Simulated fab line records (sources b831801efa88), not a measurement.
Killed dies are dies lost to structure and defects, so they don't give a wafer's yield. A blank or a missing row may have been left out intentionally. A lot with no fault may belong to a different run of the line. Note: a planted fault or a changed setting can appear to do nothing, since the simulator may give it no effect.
Check for tools in common ; flow gf180mcu ; Sampled: 13 lots, 45 wafers

== WHY IT WAS OPENED ==
Of 13 lots, 2 have the reading LVPWELL_TW flagged at GF_LVPWELL_TW_MEAS_11. No-fault wafers: 556, standard deviation 5.4.
Rule: a lot is flagged when every wafer of it that has a number lies more than 4 standard deviations from that mean, or none has a number. The rest of the lots are taken to be sound.

lot;measured;on;LVPWELL_TW, wafer by wafer;flag
L943;day 3 21:52;film-metro-03;550 550 549;
L945;day 4 09:37;film-metro-03;545 545 545;
L948;day 5 00:38;film-metro-01;556 558 558;
L952;day 5 22:32;film-metro-01;554 555 557;
L954;day 6 10:48;film-metro-01;524 525 522 523 524 522;FLAGGED
L957;day 7 07:04;film-metro-01;521 526 523 523 522 524;FLAGGED
L959;day 7 16:31;film-metro-03;548 545 552;
L960;day 7 22:35;film-metro-02;562 560 562;
L961;day 8 04:57;film-metro-01;562 558 558;
L962;day 8 09:51;film-metro-02;562 562 566;
L963;day 8 13:33;film-metro-01;557 555 558;
L964;day 8 19:27;film-metro-02;568 564 566;
L965;day 9 01:40;film-metro-01;558 561 557;
The numbers of the flagged lots are 523 on average: -33 against the usual, or -6 standard deviations.

== TOOL THAT RAN EACH LOT ==
The record holds 1 process step before the reading, out of a route of 602 steps. Read each cell as the tool, then ch plus the chambers that the sampled wafers visited, then the start.
lot;flag;GF_LVPWELL_IMPLANT_08
L943;;implanter-02 ch 0, day 3 21:29
L945;;implanter-02 ch 0, day 4 09:13
L948;;implanter-01 ch 0, day 5 00:14
L952;;implanter-04 ch 0, day 5 22:08
L954;FLAGGED;implanter-02 ch 0, day 6 10:24
L957;FLAGGED;implanter-02 ch 0, day 7 06:40
L959;;implanter-01 ch 0, day 7 16:09
L960;;implanter-01 ch 0, day 7 22:11
L961;;implanter-04 ch 0, day 8 04:33
L962;;implanter-04 ch 0, day 8 09:27
L963;;implanter-01 ch 0, day 8 13:09
L964;;implanter-04 ch 0, day 8 19:03
L965;;implanter-04 ch 0, day 9 01:16
What these steps do:
- GF_LVPWELL_IMPLANT_08
- GF_LVPWELL_TW_MEAS_11

== FLAGGED OVER TOTAL, TOOL BY TOOL (the gauges that took the reading come last) ==
step;tool;lots run;flagged;share of the flagged lots;sound lots run after its first flagged lot
GF_LVPWELL_IMPLANT_08;implanter-01;4;0;none;-
GF_LVPWELL_IMPLANT_08;implanter-02;4;2;all;0
GF_LVPWELL_IMPLANT_08;implanter-04;5;0;none;-
GF_LVPWELL_TW_MEAS_11;film-metro-01;7;2;all;3 (L961,L963,L965)
GF_LVPWELL_TW_MEAS_11;film-metro-02;3;0;none;-
GF_LVPWELL_TW_MEAS_11;film-metro-03;3;0;none;-

== WHAT THE TABLE PERMITS ==
implanter-02 at GF_LVPWELL_IMPLANT_08 and film-metro-01 at GF_LVPWELL_TW_MEAS_11 are the 2 rows of the table that ran each flagged lot.
- implanter-02 at GF_LVPWELL_IMPLANT_08 ran 4 lots, 2 of them flagged. Last sound lot L945 at day 4 09:13, first flagged lot L954 at day 6 10:24; a fault beginning in between fits. Its own readings (dose-ions-cm2, faraday-current-uA) fall more than 4 standard deviations out on all wafers of the flagged lots.
- film-metro-01 at GF_LVPWELL_TW_MEAS_11 ran 7 lots, 2 of them flagged. Lots that were sound ran on it after the first flagged one (L961, L963, L965); a persistent fault on the entire tool would not allow that.
Just one tool remains: implanter-02 at GF_LVPWELL_IMPLANT_08.

== WHAT WAS PUT IN BY THE SIMULATOR ==
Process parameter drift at GF_LVPWELL_IMPLANT_08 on implanter-02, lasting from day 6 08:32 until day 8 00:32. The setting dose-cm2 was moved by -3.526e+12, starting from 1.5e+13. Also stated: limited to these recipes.
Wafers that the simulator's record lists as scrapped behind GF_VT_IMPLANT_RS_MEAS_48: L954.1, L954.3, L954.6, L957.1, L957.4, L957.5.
Lots struck among those shown: L954, L957. This agrees with what the rule above found.
